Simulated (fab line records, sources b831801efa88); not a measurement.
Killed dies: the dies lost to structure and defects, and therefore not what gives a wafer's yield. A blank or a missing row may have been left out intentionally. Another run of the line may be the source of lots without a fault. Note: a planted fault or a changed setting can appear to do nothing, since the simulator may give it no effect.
What tool caused it? :: flow sky130 :: 12 lots, 36 wafers sampled, at 5 steps of a route of 708

WHAT EACH GAUGE READ, for each wafer
Not one reading of a measure or inspect step in the record can be checked against a usual standard deviation.

WHICH TOOL RAN EACH LOT (tool, then ch and the chambers of the sampled wafers, then the start)
lot: L439
SKY_METAL4_STRIP_19: plasma-asher-02 ch 0,1, day 41 22:34
SKY_VIA4_CVD_18: cvd-w-02 ch 0,1, day 42 23:34
SKY_METAL5_SPUTTER_02: pvd-sputter-02, day 43 00:15
SKY_METAL5_SPUTTER_03: pvd-sputter-02, day 43 00:18
SKY_PAD_OPEN_PROBE_99: -

lot: L442
SKY_METAL4_STRIP_19: plasma-asher-01 ch 0,1, day 43 00:38
SKY_VIA4_CVD_18: cvd-w-01 ch 0, day 44 00:54
SKY_METAL5_SPUTTER_02: pvd-sputter-04, day 44 01:35
SKY_METAL5_SPUTTER_03: pvd-sputter-04, day 44 01:38
SKY_PAD_OPEN_PROBE_99: -

lot: L443
SKY_METAL4_STRIP_19: plasma-asher-02 ch 0,1, day 43 13:53
SKY_VIA4_CVD_18: cvd-w-02 ch 1, day 44 13:46
SKY_METAL5_SPUTTER_02: pvd-sputter-02, day 44 14:35
SKY_METAL5_SPUTTER_03: pvd-sputter-02, day 44 14:39
SKY_PAD_OPEN_PROBE_99: -

lot: L445
SKY_METAL4_STRIP_19: plasma-asher-02 ch 0,1, day 44 01:44
SKY_VIA4_CVD_18: cvd-w-02 ch 0,1, day 45 01:51
SKY_METAL5_SPUTTER_02: pvd-sputter-01, day 45 02:32
SKY_METAL5_SPUTTER_03: pvd-sputter-01, day 45 02:35
SKY_PAD_OPEN_PROBE_99: -

lot: L446
SKY_METAL4_STRIP_19: plasma-asher-03 ch 0,1, day 44 05:55
SKY_VIA4_CVD_18: cvd-w-01 ch 0,1, day 45 05:26
SKY_METAL5_SPUTTER_02: pvd-sputter-02, day 45 06:07
SKY_METAL5_SPUTTER_03: pvd-sputter-02, day 45 06:10
SKY_PAD_OPEN_PROBE_99: -

lot: L447
SKY_METAL4_STRIP_19: plasma-asher-01 ch 0,1, day 44 10:29
SKY_VIA4_CVD_18: cvd-w-02 ch 0,1, day 45 10:13
SKY_METAL5_SPUTTER_02: pvd-sputter-01, day 45 10:54
SKY_METAL5_SPUTTER_03: pvd-sputter-01, day 45 10:57
SKY_PAD_OPEN_PROBE_99: -

lot: L448
SKY_METAL4_STRIP_19: plasma-asher-01 ch 0,1, day 44 15:59
SKY_VIA4_CVD_18: cvd-w-01 ch 0,1, day 45 14:35
SKY_METAL5_SPUTTER_02: pvd-sputter-04, day 45 15:16
SKY_METAL5_SPUTTER_03: pvd-sputter-04, day 45 15:19
SKY_PAD_OPEN_PROBE_99: -

lot: L450
SKY_METAL4_STRIP_19: plasma-asher-03 ch 0,1, day 45 04:11
SKY_VIA4_CVD_18: cvd-w-02 ch 0,1, day 46 02:58
SKY_METAL5_SPUTTER_02: pvd-sputter-04, day 46 03:38
SKY_METAL5_SPUTTER_03: pvd-sputter-04, day 46 03:41
SKY_PAD_OPEN_PROBE_99: -

lot: L457
SKY_METAL4_STRIP_19: plasma-asher-01 ch 0,1, day 46 23:32
SKY_VIA4_CVD_18: cvd-w-01 ch 0,1, day 47 21:16
SKY_METAL5_SPUTTER_02: pvd-sputter-02, day 47 21:57
SKY_METAL5_SPUTTER_03: pvd-sputter-02, day 47 22:00
SKY_PAD_OPEN_PROBE_99: -

lot: L458
SKY_METAL4_STRIP_19: plasma-asher-01 ch 0,1, day 47 01:43
SKY_VIA4_CVD_18: cvd-w-02 ch 0,1, day 48 00:01
SKY_METAL5_SPUTTER_02: pvd-sputter-04, day 48 00:41
SKY_METAL5_SPUTTER_03: pvd-sputter-04, day 48 00:45
SKY_PAD_OPEN_PROBE_99: prober-02, day 50 08:31

lot: L459
SKY_METAL4_STRIP_19: plasma-asher-01 ch 1, day 47 09:19
SKY_VIA4_CVD_18: cvd-w-01 ch 0,1, day 48 07:07
SKY_METAL5_SPUTTER_02: pvd-sputter-04, day 48 08:01
SKY_METAL5_SPUTTER_03: pvd-sputter-04, day 48 08:04
SKY_PAD_OPEN_PROBE_99: prober-01, day 50 15:43

lot: L460
SKY_METAL4_STRIP_19: plasma-asher-01 ch 0,1, day 47 17:23
SKY_VIA4_CVD_18: cvd-w-01 ch 0,1, day 48 13:43
SKY_METAL5_SPUTTER_02: pvd-sputter-02, day 48 14:24
SKY_METAL5_SPUTTER_03: pvd-sputter-02, day 48 14:27
SKY_PAD_OPEN_PROBE_99: prober-02, day 50 20:34
- SKY_METAL4_STRIP_19: strips in O2/N2.
- SKY_VIA4_CVD_18: deposits W, target thk 505 nm, time 152.14 s.
- SKY_METAL5_SPUTTER_02: material AlCu, target thk 1150 nm, time 61.2 s.
- SKY_METAL5_SPUTTER_03: material Ti, target thk 5 nm, time 3.3 s.
- SKY_PAD_OPEN_PROBE_99

AS READ BY THE TOOLS THEMSELVES (means over the sampled wafers that have a number; for cases with no such wafer, the mark the record gives instead)
SKY_METAL4_STRIP_19. Usual: drypump-motor-current-A 5.9 A, standard deviation 0.53; o2-flow-sccm 3001 sccm, standard deviation 9.3; oes-product-au 0.504 a.u., standard deviation 0.0055; strip-time-to-endpoint-s 6.57 s, standard deviation 0.068.
lot: L439
tool: plasma-asher-02
drypump-motor-current-A (A): 6.0
o2-flow-sccm (sccm): 3006
oes-product-au (a.u.): 0.504
strip-time-to-endpoint-s (s): 6.59
flag: 

lot: L442
tool: plasma-asher-01
drypump-motor-current-A (A): 6.4
o2-flow-sccm (sccm): 3008
oes-product-au (a.u.): 0.510
strip-time-to-endpoint-s (s): 6.67
flag: 

lot: L443
tool: plasma-asher-02
drypump-motor-current-A (A): 5.9
o2-flow-sccm (sccm): 3007
oes-product-au (a.u.): 0.507
strip-time-to-endpoint-s (s): 6.67
flag: 

lot: L445
tool: plasma-asher-02
drypump-motor-current-A (A): 6.0
o2-flow-sccm (sccm): 3004
oes-product-au (a.u.): 0.499
strip-time-to-endpoint-s (s): 6.55
flag: 

lot: L446
tool: plasma-asher-03
drypump-motor-current-A (A): 5.5
o2-flow-sccm (sccm): 2998
oes-product-au (a.u.): 0.495
strip-time-to-endpoint-s (s): 6.47
flag: 

lot: L447
tool: plasma-asher-01
drypump-motor-current-A (A): 6.3
o2-flow-sccm (sccm): 3004
oes-product-au (a.u.): 0.502
strip-time-to-endpoint-s (s): 6.50
flag: 

lot: L448
tool: plasma-asher-01
drypump-motor-current-A (A): 6.3
o2-flow-sccm (sccm): 2997
oes-product-au (a.u.): 0.506
strip-time-to-endpoint-s (s): 6.62
flag: 

lot: L450
tool: plasma-asher-03
drypump-motor-current-A (A): 5.2
o2-flow-sccm (sccm): 2986
oes-product-au (a.u.): 0.498
strip-time-to-endpoint-s (s): 6.51
flag: 

lot: L457
tool: plasma-asher-01
drypump-motor-current-A (A): 6.3
o2-flow-sccm (sccm): 2998
oes-product-au (a.u.): 0.499
strip-time-to-endpoint-s (s): 6.52
flag: 

lot: L458
tool: plasma-asher-01
drypump-motor-current-A (A): 6.4
o2-flow-sccm (sccm): 3000
oes-product-au (a.u.): 0.500
strip-time-to-endpoint-s (s): 6.52
flag: 

lot: L459
tool: plasma-asher-01
drypump-motor-current-A (A): 6.1
o2-flow-sccm (sccm): 3004
oes-product-au (a.u.): 0.503
strip-time-to-endpoint-s (s): 6.52
flag: 

lot: L460
tool: plasma-asher-01
drypump-motor-current-A (A): 6.3
o2-flow-sccm (sccm): 3000
oes-product-au (a.u.): 0.504
strip-time-to-endpoint-s (s): 6.51
flag: 

SKY_VIA4_CVD_18. Usual: 832 W for heater-power-w, sd 83.
lot: L439
tool: cvd-w-02
heater-power-w (W): 929
flag: 

lot: L442
tool: cvd-w-01
heater-power-w (W): 794
flag: 

lot: L443
tool: cvd-w-02
heater-power-w (W): 888
flag: 

lot: L445
tool: cvd-w-02
heater-power-w (W): 937
flag: 

lot: L446
tool: cvd-w-01
heater-power-w (W): 764
flag: 

lot: L447
tool: cvd-w-02
heater-power-w (W): 912
flag: 

lot: L448
tool: cvd-w-01
heater-power-w (W): 760
flag: 

lot: L450
tool: cvd-w-02
heater-power-w (W): 907
flag: 

lot: L457
tool: cvd-w-01
heater-power-w (W): 770
flag: 

lot: L458
tool: cvd-w-02
heater-power-w (W): 921
flag: 

lot: L459
tool: cvd-w-01
heater-power-w (W): 780
flag: 

lot: L460
tool: cvd-w-01
heater-power-w (W): 784
flag: 

SKY_METAL5_SPUTTER_02. Usual: 30.3 % for throttle-valve-pct, sd 1.1.
lot: L439
tool: pvd-sputter-02
throttle-valve-pct (%): 30.1
flag: 

lot: L442
tool: pvd-sputter-04
throttle-valve-pct (%): 31.8
flag: 

lot: L443
tool: pvd-sputter-02
throttle-valve-pct (%): 29.6
flag: 

lot: L445
tool: pvd-sputter-01
throttle-valve-pct (%): 30.9
flag: 

lot: L446
tool: pvd-sputter-02
throttle-valve-pct (%): 30.5
flag: 

lot: L447
tool: pvd-sputter-01
throttle-valve-pct (%): 30.3
flag: 

lot: L448
tool: pvd-sputter-04
throttle-valve-pct (%): 30.8
flag: 

lot: L450
tool: pvd-sputter-04
throttle-valve-pct (%): 30.3
flag: 

lot: L457
tool: pvd-sputter-02
throttle-valve-pct (%): 29.8
flag: 

lot: L458
tool: pvd-sputter-04
throttle-valve-pct (%): 31.2
flag: 

lot: L459
tool: pvd-sputter-04
throttle-valve-pct (%): 29.9
flag: 

lot: L460
tool: pvd-sputter-02
throttle-valve-pct (%): 29.6
flag: 

SKY_METAL5_SPUTTER_03. Usual: 30.3 % for throttle-valve-pct, sd 1.1.
lot: L439
tool: pvd-sputter-02
throttle-valve-pct (%): 30.0
flag: 

lot: L442
tool: pvd-sputter-04
throttle-valve-pct (%): 31.8
flag: 

lot: L443
tool: pvd-sputter-02
throttle-valve-pct (%): 29.7
flag: 

lot: L445
tool: pvd-sputter-01
throttle-valve-pct (%): 30.7
flag: 

lot: L446
tool: pvd-sputter-02
throttle-valve-pct (%): 30.4
flag: 

lot: L447
tool: pvd-sputter-01
throttle-valve-pct (%): 30.2
flag: 

lot: L448
tool: pvd-sputter-04
throttle-valve-pct (%): 30.8
flag: 

lot: L450
tool: pvd-sputter-04
throttle-valve-pct (%): 30.3
flag: 

lot: L457
tool: pvd-sputter-02
throttle-valve-pct (%): 29.7
flag: 

lot: L458
tool: pvd-sputter-04
throttle-valve-pct (%): 31.0
flag: 

lot: L459
tool: pvd-sputter-04
throttle-valve-pct (%): 29.9
flag: 

lot: L460
tool: pvd-sputter-02
throttle-valve-pct (%): 29.4
flag: 

SKY_PAD_OPEN_PROBE_99. Usual: defect-limited-yield 82.4 %, standard deviation 1.8; killed_at_M0_to_M3 43, standard deviation 6.5; killed_at_M4_up 3.2, standard deviation 1.8; killed-at-contacts 24, standard deviation 5.2; killed-at-front-end 15, standard deviation 4; killed-at-other 0.4, standard deviation 0.69; killed-dies 86, standard deviation 8.7; killed-open 47, standard deviation 7; killed-short 39, standard deviation 5.7; sort_bin_3_pad_short 0.9 %, standard deviation 0.43; sort_bin_5_function 10.5 %, standard deviation 1.4; sort_bin_6_memory 6.2 %, standard deviation 1.2; sort-n-pass 406, standard deviation 8.7; sort-yield-pct 82.4 %, standard deviation 1.8.
lot: L458
tool: prober-02
defect-limited-yield (%): 78.4
killed_at_M0_to_M3: 45
killed_at_M4_up: 20.3
killed-at-contacts: 23
killed-at-front-end: 17
killed-at-other: 0.3
killed-dies: 106
killed-open: 49
killed-short: 40
sort_bin_3_pad_short (%): 1.6
sort_bin_5_function (%): 14.2
sort_bin_6_memory (%): 5.8
sort-n-pass: 386
sort-yield-pct (%): 78.4
flag: OFF

lot: L459
tool: prober-01
defect-limited-yield (%): 74.1
killed_at_M0_to_M3: 35
killed_at_M4_up: 52.0
killed-at-contacts: 23
killed-at-front-end: 18
killed-at-other: 0.0
killed-dies: 127
killed-open: 43
killed-short: 36
sort_bin_3_pad_short (%): 3.1
sort_bin_5_function (%): 16.7
sort_bin_6_memory (%): 6.1
sort-n-pass: 365
sort-yield-pct (%): 74.1
flag: OFF

lot: L460
tool: prober-02
defect-limited-yield (%): 73.7
killed_at_M0_to_M3: 48
killed_at_M4_up: 39.7
killed-at-contacts: 29
killed-at-front-end: 12
killed-at-other: 0.3
killed-dies: 129
killed-open: 55
killed-short: 38
sort_bin_3_pad_short (%): 2.1
sort_bin_5_function (%): 16.5
sort_bin_6_memory (%): 7.7
sort-n-pass: 363
sort-yield-pct (%): 73.7
flag: OFF

THE ANSWER, worked out from the rows above alone
Rule: lot off if the mean of its wafers having a number is beyond 3 standard deviations from the usual mean. Also off: a lot with no number at a reading for which 4 or more lots have one. Where the step has rows for the other lots, those lots are counted as sound. First the gauges in route order, then the tools' own readings, where a lot's mean is used as printed above. The first step at which some lot is off is used, and at that step the reading that is off furthest; a lot without a number counts as furthest.
Off at SKY_PAD_OPEN_PROBE_99 (killed_at_M4_up): L458, L459, L460. Neither off nor sound, because the step has no rows for them: L439, L442, L443, L445, L446, L447, L448, L450, L457.
If a tool, at that step or one of the process steps before it, ran each lot that is off and ran no sound lot following the first of them, it fits. One fits: plasma-asher-01 at SKY_METAL4_STRIP_19. It ran no sound lot before its first lot that is off in this sample, so the start can't be narrowed down.

WHAT THE SIMULATOR PUT IN
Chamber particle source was plasma-asher-01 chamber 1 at SKY_METAL4_STRIP_19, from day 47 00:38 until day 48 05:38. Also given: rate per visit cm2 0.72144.
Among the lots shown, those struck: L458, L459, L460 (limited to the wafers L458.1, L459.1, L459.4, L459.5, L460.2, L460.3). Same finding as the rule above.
